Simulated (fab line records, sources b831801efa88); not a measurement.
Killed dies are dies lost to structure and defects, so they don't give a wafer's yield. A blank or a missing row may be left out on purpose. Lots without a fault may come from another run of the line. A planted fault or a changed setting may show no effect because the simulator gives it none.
Which tool did it? | flow gf180mcu | 7 lots, 21 wafers sampled, at 3 steps of a route of 602

WHAT THE GAUGES READ, wafer by wafer
GF_V2_THK_MEAS_01.
lot  | measured     | on            | V2_CVD_00_THK (nm)
L774 | day 19 10:11 | film_metro-01 | 596 609 600
L777 | day 21 00:38 | film_metro-01 | 591 609 585
L779 | day 21 16:00 | film_metro-04 | 598 609 595
L781 | day 22 09:05 | film_metro-04 | 610 603 602
L783 | day 23 00:56 | film_metro-03 | 609 599 596
L790 | day 25 06:50 | film_metro-04 | 599 513 602
L795 | day 26 16:02 | film_metro-01 | 598 611 609

WHICH TOOL RAN EACH LOT (tool, then ch and the chambers of the sampled wafers, then the start)
lot  | GF_V1_SPUTTER_21             | GF_V2_CVD_00
L774 | pvd_sputter-04, day 18 07:29 | hdpcvd-02 ch 0,1,2, day 19 10:07
L777 | pvd_sputter-04, day 19 23:05 | hdpcvd-02 ch 0,1,2, day 21 00:34
L779 | pvd_sputter-03, day 20 14:46 | hdpcvd-02 ch 0,2, day 21 15:55
L781 | pvd_sputter-04, day 21 06:59 | hdpcvd-02 ch 0,1, day 22 09:01
L783 | pvd_sputter-04, day 21 23:40 | hdpcvd-02 ch 1,2, day 23 00:51
L790 | pvd_sputter-03, day 24 07:27 | hdpcvd-01 ch 0,1, day 25 06:46
L795 | pvd_sputter-01, day 25 17:01 | hdpcvd-02 ch 0,2, day 26 15:57
- GF_V1_SPUTTER_21: material Ti, target thk 15 nm, time 80.02 s.
- GF_V2_CVD_00: deposits SiO2, target thk 600 nm, time 100 s.

THE ANSWER, worked out from the rows above alone
Rule: what is usual is taken from the lots themselves. Put in order of their means at a reading, lots are off if they are a third of the lots or fewer, leave a main group of 4 or more, and stand apart from it by a gap of 3 or more times the standard deviation of the main group's means; of several such gaps the widest counts. A main group whose means are all the same, to the digits that the tables above print for the reading, isn't used. A lot without any number at a reading at which 4 lots or more have one is off too. The other lots that the step has rows for count as sound.
Off: L790, at GF_V2_THK_MEAS_01 (V2_CVD_00_THK). The main group: mean 602 nm, standard deviation 3.5.
A tool fits if, at a process step before that reading, it ran every lot that is off, and no sound lot after the first of them. The gauges at GF_V2_THK_MEAS_01 are tried like those tools. Can't be told from this: 3 tools fit, pvd_sputter-03 at GF_V1_SPUTTER_21, hdpcvd-01 at GF_V2_CVD_00, film_metro-04 at GF_V2_THK_MEAS_01.

WHAT THE SIMULATOR HAD PUT IN
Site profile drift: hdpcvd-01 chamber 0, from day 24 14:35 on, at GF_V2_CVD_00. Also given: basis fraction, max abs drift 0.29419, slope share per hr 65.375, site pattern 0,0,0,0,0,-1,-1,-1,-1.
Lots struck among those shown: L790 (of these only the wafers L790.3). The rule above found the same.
